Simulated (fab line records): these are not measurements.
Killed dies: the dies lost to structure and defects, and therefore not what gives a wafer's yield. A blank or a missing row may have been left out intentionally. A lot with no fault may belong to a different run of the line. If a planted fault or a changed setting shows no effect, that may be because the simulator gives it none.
A struck lot beside a sound one || flow gf180mcu || 14 out of 602 route steps
Sound: the wafers L847.1, L847.3, L847.5. Wafers L833.2, L833.4, L833.6 were the ones struck. The cause comes at the end.
For every step that has rows: the tool of each side, followed by ch and its chambers, followed by its first start. Under that, the readings that differ: sound wafers || struck wafers || difference of the means || sigmas: that difference in standard deviations of wafers without a fault.
alike: readings with means less than 2 such deviations apart, plus words and numbers identical on both sides. not compared: withheld readings, readings lacking a value on some wafer, bounds such as >300 that could conceal the same value, and numbers that have no deviation in the record and whose values overlap.
The two part at a step that has a row with sigmas, a row that says differs or no value, or rows on one side only. Numbers that don't overlap but have no deviation are shown without sigmas and don't part them. Lack of a reading on every wafer of one side parts them only where that side has two or more wafers.

first, 1 step without rows for these wafers: GF_STI_DEVELOP_11 (develop time 60 s).
GF_STI_CD_MEAS_12: target cd 220 nm.
  sound on cdSem-02, day 6 15:30; struck on cdSem-02, day 3 14:01
  alike: cdNm
GF_STI_ETCH_13: etches the open film in CHF3/O2, stops on Si, target depth 282.31 nm, time 112.9 s.
  sound on rieDiel-02 ch 0,3, day 6 15:37; struck on rieDiel-01 ch 2,3, day 3 14:07
  alike: drypumpMotorCurrentA, oesProductAu, throttleValvePct
  not compared: rfHoursCounterH
GF_STI_ETCH_14: etches Si in HBr/Cl2/O2, target depth 360 nm, time 102.9 s.
  sound on rieSi-01 ch 1,2,3, day 6 15:42; struck on rieSi-01 ch 0,1,2, day 3 14:11
  alike: drypumpMotorCurrentA, oesProductAu, throttleValvePct
  not compared: rfHoursCounterH
GF_STI_STRIP_15: strips in O2/N2.
  sound on plasmaAsher-03 ch 1, day 6 15:46; struck on plasmaAsher-01 ch 0,1, day 3 14:16
{"reading": "heaterPowerW (W)", "sound": "401 393 411", "struck": "300 344 303", "difference": -86, "sigmas": -2}
  alike: drypumpMotorCurrentA, o2FlowSccm, oesProductAu, stripTimeToEndpointS
  not compared: rfHoursCounterH
then, 6 steps without rows for these wafers: GF_STI_CLEAN_16 (cleans in dHF, time 25 s); GF_STI_WET_ETCH_17 (etches Si3N4 in H3PO4, target depth 45 nm, time 514 s); GF_STI_CLEAN_18 (cleans in SC1/SC2, time 150 s); GF_STI_CLEAN_19 (cleans in dHF, time 20 s); GF_STI_WET_ETCH_20 (etches SiO2 in dHF, target depth 20 nm, time 400 s); GF_STI_OXIDATION_21 (stabilise 600 s, purge 300 s, target thk 15 nm).
GF_STI_THK_MEAS_22:
  sound on filmMetro-03, day 6 18:15; struck on filmMetro-04, day 3 16:44
  alike: STI_OXIDATION_01_THK
GF_STI_CVD_23: deposits SiO2, target thk 650 nm, time 108.3 s.
  sound on hdpcvd-01 ch 0,2, day 6 18:19; struck on hdpcvd-02 ch 0,1, day 3 16:47
  no value came back on the struck wafers for pressureMtorr (mTorr), runLengthS (s); on the sound wafers pressureMtorr (mTorr) reads 6.007 6.014 6.015
GF_PASSIVATION_PROBE_99:
  the record has rows for the sound wafers here (prober-01, day 34 23:52) and none for the struck ones

## WHERE THEY PART
Earliest at GF_STI_STRIP_15; latest, in this record, at GF_PASSIVATION_PROBE_99.

WHY: the cause the simulator had injected
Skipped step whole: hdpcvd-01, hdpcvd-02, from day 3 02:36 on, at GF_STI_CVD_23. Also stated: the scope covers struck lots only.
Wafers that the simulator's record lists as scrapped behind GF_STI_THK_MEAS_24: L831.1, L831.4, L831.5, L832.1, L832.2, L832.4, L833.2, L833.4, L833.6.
